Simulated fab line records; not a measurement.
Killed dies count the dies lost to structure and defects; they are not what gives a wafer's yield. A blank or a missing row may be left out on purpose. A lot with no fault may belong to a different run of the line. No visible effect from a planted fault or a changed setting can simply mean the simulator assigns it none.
fab line records    flow sky130    part 2 of 2: steps 30 to 38 of 38
record lots=5  wafers=15  last_day=50
route steps=708 shown METAL3@568 VIA3@573 METAL4@598 CAP2M@603
lots untouched by any fault: they come from a run of this same line in which no faults occurred
start_h: start of the lot's first displayed wafer, in hours after the record's first day    wait_h: time in hours since the lot's previous step    " as in the row above    L1.1+2: several wafers, shown together as one row    - value missing, or start not given    * or withheld: withheld    < > ~ a bound
route shown NAME@n: NAME is a module with steps in the file, n the number in the route of the first one    usual: mean/standard deviation of fault-free wafers    same: alike in all rows    chamber/n: place in a boat    sites: readings site by site    _std_site: their standard deviation    _edge_site: inner sites' mean taken away from outer sites' mean    radius_mm: for every site, how far away it sits from the centre of the wafer    mask NAME#n: copy n    behind: tool/chamber where the wafer was last shaped    hold: the reason the lot was held/the length of the hold in hours/how it ended    device: which transistor (n, p or np) failed to switch    end of line: at the end of the route, the tests of the same wafers    where a step has no rows: the recipe by itself    killed: at the first sort, the dies lost to defects and structure; wafer yield is something else    map: a wafer's dies, marking killed ones x, the rest . and places with no die _
set.NAME: the setting that was run; set.NAME@STEP: the one run at that earlier step    model.NAME: the simulator's own value behind a step, which no gauge read
lots at selected steps of the route; one table per step, one row per wafer
services: from which hour (start_h, from the record's first day; less than 0 if before it) a tool's chamber was out of use, for how many hours, and why
## steps
# step SKY_VIA3_CMP_24
# recipe stop_on=SiO2  t_overpolish_s=20  down_force_psi=3.5  platen_rpm=60  target_thk_nm=0  pad_velocity_m_s=0.94248
# usual motor_current_A=11.0/1.1  overpolish_run_s=20.000/0.0084  retaining_ring_pressure_frac=0.999/0.0053  time_to_endpoint_s=93/3.2
lot.wafer  tool    chamber  start_h  wait_h  motor_current_A  overpolish_run_s  retaining_ring_pressure_frac  time_to_endpoint_s
L074.1     cmp-01  0        940.74   0.1     11.3             20.001            0.991                         97
L074.5     "       2        "        "       12.6             20.001            1.001                         98
L074.6     "       3        "        "       10.3             19.996            1.008                         99
L076.2     cmp-01  2        951.92   0.0     13.6             19.991            1.001                         95
L076.3     "       3        "        "       10.5             19.976            1.005                         96
L076.6     "       2        "        "       13.9             20.006            1.003                         95
L084.4     cmp-02  1        1014.68  0.2     10.3             19.982            0.991                         92
L084.6     "       2        "        "       10.1             20.000            1.001                         94
L084.5     "       3        "        "       10.8             20.000            1.003                         90
L085.2     cmp-01  2        1024.17  0.2     13.4             19.994            1.006                         93
L085.6     "       3        "        "       10.4             19.994            0.998                         94
L085.5     "       0        "        "       11.2             19.976            1.001                         90
L093.1     cmp-01  0        1067.04  0.1     11.3             19.998            0.996                         89
L093.2     "       2        "        "       13.5             20.003            1.009                         91
L093.6     "       3        "        "       10.6             20.001            1.004                         93
# step SKY_METAL4_SPUTTER_00
# recipe material=Ti  target_thk_nm=15  power_w=3000  time_s=10  chamber_pressure_pa=0.4
# usual throttle_valve_pct=29.4/1
lot.wafer  tool            chamber  start_h  wait_h  throttle_valve_pct
L074.1     pvd_sputter-03  -        940.94   0.1     30.9
L074.5     "               -        "        "       28.7
L074.6     "               -        "        "       29.1
L076.2     pvd_sputter-01  -        952.22   0.2     31.3
L076.3     "               -        "        "       29.5
L076.6     "               -        "        "       28.2
L084.4     pvd_sputter-01  -        1014.83  0.1     28.5
L084.5     "               -        "        "       31.5
L084.6     "               -        "        "       28.2
L085.2     pvd_sputter-01  -        1024.32  0.1     31.1
L085.5     "               -        "        "       29.1
L085.6     "               -        "        "       29.6
L093.1     pvd_sputter-02  -        1067.29  0.2     30.0
L093.2     "               -        "        "       27.9
L093.6     "               -        "        "       27.8
# step SKY_METAL4_SPUTTER_01
# recipe material=TiN  target_thk_nm=20  power_w=6500  time_s=16.7  chamber_pressure_pa=0.4
# usual throttle_valve_pct=29.4/1
lot.wafer  tool            chamber  start_h  wait_h  throttle_valve_pct
L074.1     pvd_sputter-03  -        940.96   0.0     30.7
L074.5     "               -        "        "       28.7
L074.6     "               -        "        "       29.0
L076.2     pvd_sputter-01  -        952.25   0.0     31.4
L076.3     "               -        "        "       29.7
L076.6     "               -        "        "       28.3
L084.4     pvd_sputter-01  -        1014.85  0.0     28.4
L084.5     "               -        "        "       31.2
L084.6     "               -        "        "       28.4
L085.2     pvd_sputter-01  -        1024.34  0.0     31.3
L085.5     "               -        "        "       29.1
L085.6     "               -        "        "       29.4
L093.1     pvd_sputter-02  -        1067.31  0.0     30.0
L093.2     "               -        "        "       28.0
L093.6     "               -        "        "       28.0
# step SKY_METAL4_SPUTTER_02
# recipe material=AlCu  target_thk_nm=735  power_w=10600  time_s=39.1  chamber_pressure_pa=0.4
# usual throttle_valve_pct=29.3/1
lot.wafer  tool            chamber  start_h  wait_h  throttle_valve_pct
L074.1     pvd_sputter-03  -        940.99   0.0     30.8
L074.5     "               -        "        "       28.5
L074.6     "               -        "        "       28.8
L076.2     pvd_sputter-01  -        952.27   0.0     31.2
L076.3     "               -        "        "       29.5
L076.6     "               -        "        "       28.2
L084.4     pvd_sputter-01  -        1014.88  0.0     28.3
L084.5     "               -        "        "       31.3
L084.6     "               -        "        "       28.2
L085.2     pvd_sputter-01  -        1024.37  0.0     31.1
L085.5     "               -        "        "       29.1
L085.6     "               -        "        "       29.7
L093.1     pvd_sputter-02  -        1067.34  0.0     30.1
L093.2     "               -        "        "       28.1
L093.6     "               -        "        "       27.9
# step SKY_METAL4_SPUTTER_03
# recipe material=Ti  target_thk_nm=5  power_w=3000  time_s=3.3  chamber_pressure_pa=0.4
# usual throttle_valve_pct=29.4/1
lot.wafer  tool            chamber  start_h  wait_h  throttle_valve_pct
L074.1     pvd_sputter-03  -        941.02   0.0     30.6
L074.5     "               -        "        "       28.7
L074.6     "               -        "        "       29.1
L076.2     pvd_sputter-01  -        952.31   0.0     31.4
L076.3     "               -        "        "       29.6
L076.6     "               -        "        "       28.4
L084.4     pvd_sputter-01  -        1014.92  0.0     28.2
L084.5     "               -        "        "       31.4
L084.6     "               -        "        "       28.5
L085.2     pvd_sputter-01  -        1024.41  0.0     31.2
L085.5     "               -        "        "       28.9
L085.6     "               -        "        "       29.3
L093.1     pvd_sputter-02  -        1067.37  0.0     30.1
L093.2     "               -        "        "       28.0
L093.6     "               -        "        "       27.9
# step SKY_METAL4_SPUTTER_04
# recipe material=TiN  target_thk_nm=70  power_w=6500  time_s=58.3  chamber_pressure_pa=0.4
# usual throttle_valve_pct=29.4/1
lot.wafer  tool            chamber  start_h  wait_h  throttle_valve_pct
L074.1     pvd_sputter-03  -        941.04   0.0     30.7
L074.5     "               -        "        "       28.6
L074.6     "               -        "        "       28.9
L076.2     pvd_sputter-01  -        952.33   0.0     31.2
L076.3     "               -        "        "       29.7
L076.6     "               -        "        "       28.3
L084.4     pvd_sputter-01  -        1014.94  0.0     28.3
L084.5     "               -        "        "       31.2
L084.6     "               -        "        "       28.5
L085.2     pvd_sputter-01  -        1024.43  0.0     31.3
L085.5     "               -        "        "       28.9
L085.6     "               -        "        "       29.6
L093.1     pvd_sputter-02  -        1067.39  0.0     29.9
L093.2     "               -        "        "       28.0
L093.6     "               -        "        "       28.0
# step SKY_CAP2M_CVD_00
# recipe material=SiO2  target_thk_nm=15.5  temp_c=400  time_s=withheld  rf_w=450
# usual heater_power_w=694/96
lot.wafer  tool      chamber  start_h  wait_h  heater_power_w
L074.1     pecvd-03  2        941.09   0.0     733
L074.5     "         2        "        "       730
L074.6     "         0        "        "       668
L076.2     pecvd-03  1        952.38   0.0     694
L076.3     "         2        "        "       716
L076.6     "         1        "        "       689
L084.4     pecvd-03  1        1015.00  0.0     704
L084.5     "         2        "        "       761
L084.6     "         0        "        "       724
L085.2     pecvd-03  0        1024.48  0.0     601
L085.5     "         1        "        "       679
L085.6     "         0        "        "       603
L093.1     pecvd-03  0        1067.44  0.0     701
L093.2     "         1        "        "       590
L093.6     "         2        "        "       653
# step SKY_CAP2M_THK_MEAS_01
# recipe reads=SiO2_of_CAP2M_CVD_00
# usual CAP2M_CVD_00_THK=15.51/0.24
lot.wafer  tool           chamber  start_h  wait_h  CAP2M_CVD_00_THK[nm]
L074.1     film_metro-01  -        941.11   -       15.66
L074.5     "              -        "        "       15.62
L074.6     "              -        "        "       15.64
L076.2     film_metro-03  -        952.41   -       14.93
L076.3     "              -        "        "       15.29
L076.6     "              -        "        "       15.33
L084.4     film_metro-02  -        1015.04  -       15.78
L084.5     "              -        "        "       15.54
L084.6     "              -        "        "       15.67
L085.2     film_metro-01  -        1024.51  -       15.36
L085.5     "              -        "        "       15.38
L085.6     "              -        "        "       15.42
L093.1     film_metro-02  -        1067.46  -       15.13
L093.2     "              -        "        "       15.08
L093.6     "              -        "        "       15.58
# step SKY_CAP2M_SPUTTER_02
# recipe material=TiN  target_thk_nm=200  temp_c=300  power_w=6500  time_s=166.7  chamber_pressure_pa=0.4
# usual throttle_valve_pct=29.7/1.2
lot.wafer  tool            chamber  start_h  wait_h  throttle_valve_pct
L074.1     pvd_sputter-02  -        941.17   0.1     27.8
L074.5     "               -        "        "       28.9
L074.6     "               -        "        "       28.0
L076.2     pvd_sputter-03  -        952.46   0.0     28.7
L076.3     "               -        "        "       29.6
L076.6     "               -        "        "       30.7
L084.4     pvd_sputter-03  -        1015.07  0.0     30.6
L084.5     "               -        "        "       29.6
L084.6     "               -        "        "       30.7
L085.2     pvd_sputter-04  -        1024.56  0.0     32.3
L085.5     "               -        "        "       29.6
L085.6     "               -        "        "       29.5
L093.1     pvd_sputter-04  -        1067.52  0.1     29.5
L093.2     "               -        "        "       32.2
L093.6     "               -        "        "       29.3
## services
tool             chamber  start_h  hours  kind
krf_scanner-01   -        892.41   0.8    pm
krf_scanner-01   -        893.63   4.4    repair
plasma_asher-02  -        908.21   11.7   repair
rie_diel-01      3        919.41   3.8    repair
cmp-01           -        928.37   1.1    repair
krf_scanner-01   -        930.53   7.2    pm
hdpcvd-01        -        950.25   15.0   pm
krf_scanner-01   -        959.93   1.0    pm
pvd_sputter-02   -        968.61   0.7    repair
cmp-01           -        973.00   2.0    repair
krf_scanner-01   -        974.95   1.3    pm
pvd_sputter-02   -        982.93   3.2    repair
pvd_sputter-02   -        984.59   14.8   repair
rie_diel-01      1        991.42   3.8    repair
pvd_sputter-02   -        998.39   8.0    repair
rie_diel-01      3        1000.42  3.1    repair
pvd_sputter-01   -        1000.82  4.7    repair
plasma_asher-02  -        1002.20  0.7    repair
krf_scanner-01   -        1030.53  3.6    repair
plasma_asher-02  -        1030.95  2.8    pm
krf_scanner-01   -        1039.37  4.4    pm
pvd_sputter-03   -        1039.81  9.0    repair
cmp-01           -        1059.38  1.0    repair
pvd_sputter-03   -        1065.12  14.2   repair
